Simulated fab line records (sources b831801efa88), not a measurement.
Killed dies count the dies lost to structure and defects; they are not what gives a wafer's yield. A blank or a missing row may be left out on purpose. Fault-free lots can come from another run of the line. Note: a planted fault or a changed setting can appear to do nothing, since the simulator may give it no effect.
Which tool was responsible? | flow sky130 | 39 wafers from 13 lots sampled at 2 of the route's 708 steps

== WHAT THE GAUGES READ, wafer by wafer ==
SKY_FIELD_ISO_THK_MEAS_23. Usual: FIELD_ISO_OXIDATION_01_THK 10.03 nm, standard deviation 0.23.
lot  | measured    | on            | FIELD_ISO_OXIDATION_01_THK (nm) | flag
L764 | day 2 12:26 | film metro-01 | 9.86 9.71 9.73                  |
L766 | day 2 21:56 | film metro-01 | 9.81 9.81 9.77                  |
L767 | day 3 02:57 | film metro-04 | 10.35 10.30 10.41               |
L768 | day 4 03:49 | film metro-01 | 10.49 10.18 10.35               |
L772 | day 4 09:50 | film metro-03 | 10.28 10.36 10.16               |
L773 | day 4 13:46 | film metro-03 | 9.84 9.81 9.82                  |
L774 | day 4 20:38 | film metro-01 | 10.18 10.07 10.33               |
L775 | day 4 23:17 | film metro-03 | 9.72 9.95 9.88                  |
L776 | day 5 03:10 | film metro-03 | 9.96 9.94 10.02                 |
L779 | day 6 03:58 | film metro-04 | 10.31 10.46 10.44               |
L780 | day 6 03:58 | film metro-01 | 9.91 10.17 10.28                |
L782 | day 6 15:22 | film metro-01 | 9.86 9.79 10.03                 |
L785 | day 7 06:33 | film metro-04 | 9.85 9.76 9.92                  |

SKY_NWELL_OVL_MEAS_23. Usual: NWELL_01_OVL -0.8 nm, standard deviation 1.4.
lot  | measured     | on         | NWELL_01_OVL (nm) | flag
L764 | day 5 12:35  | overlay-02 | 1.2 -0.9 -1.8     |
L766 | day 5 22:40  | overlay-02 | -1.0 0.6 -1.8     |
L767 | day 6 02:57  | overlay-01 | -2.3 -2.5 0.0     |
L768 | day 7 07:11  | overlay-02 | 0.8 -0.7 -0.6     |
L772 | day 7 19:07  | overlay-01 | -1.8 -2.6 -1.4    |
L773 | day 7 17:57  | overlay-01 | -1.4 -0.9 -1.5    |
L774 | day 8 05:32  | overlay-02 | 0.8 -1.1 -1.6     |
L775 | day 8 06:03  | overlay-02 | 0.4 1.1 -0.5      |
L776 | day 8 10:07  | overlay-02 | -2.1 -2.5 -1.1    |
L779 | day 10 04:33 | overlay-02 | -0.7 -1.8 -3.9    |
L780 | day 10 04:58 | overlay-02 | 0.1 -0.4 -0.2     |
L782 | day 10 17:50 | overlay-02 | -0.2 0.2 -1.6     |
L785 | day 11 03:46 | overlay-02 | -1.3 0.0 -1.3     |

== WHICH TOOL RAN EACH LOT (tool, then ch and the chambers of the sampled wafers, then the start) ==
There is no process step in the record ahead of these readings.

== WHAT THE TOOLS THEMSELVES READ (means of the sampled wafers that have a number; where no wafer has one, the mark that the record gives instead) ==
The record holds no such reading with a usual standard deviation.

== THE ANSWER, worked out from the rows above alone ==
Rule: lot off if the mean of its wafers having a number is beyond 3 standard deviations from the usual mean. A lot without any number at a reading at which 4 lots or more have one is off too. All remaining lots with rows at the step are treated as sound. The gauges are gone through in route order, then the tools' own readings, and for those a lot's mean is taken as printed above. At the first step where some lot is off, the reading lying furthest off is the one used; lots without a number count as furthest.
None of the lots is off at any reading shown; this tells nothing.

== WHAT THE SIMULATOR HAD INSERTED ==
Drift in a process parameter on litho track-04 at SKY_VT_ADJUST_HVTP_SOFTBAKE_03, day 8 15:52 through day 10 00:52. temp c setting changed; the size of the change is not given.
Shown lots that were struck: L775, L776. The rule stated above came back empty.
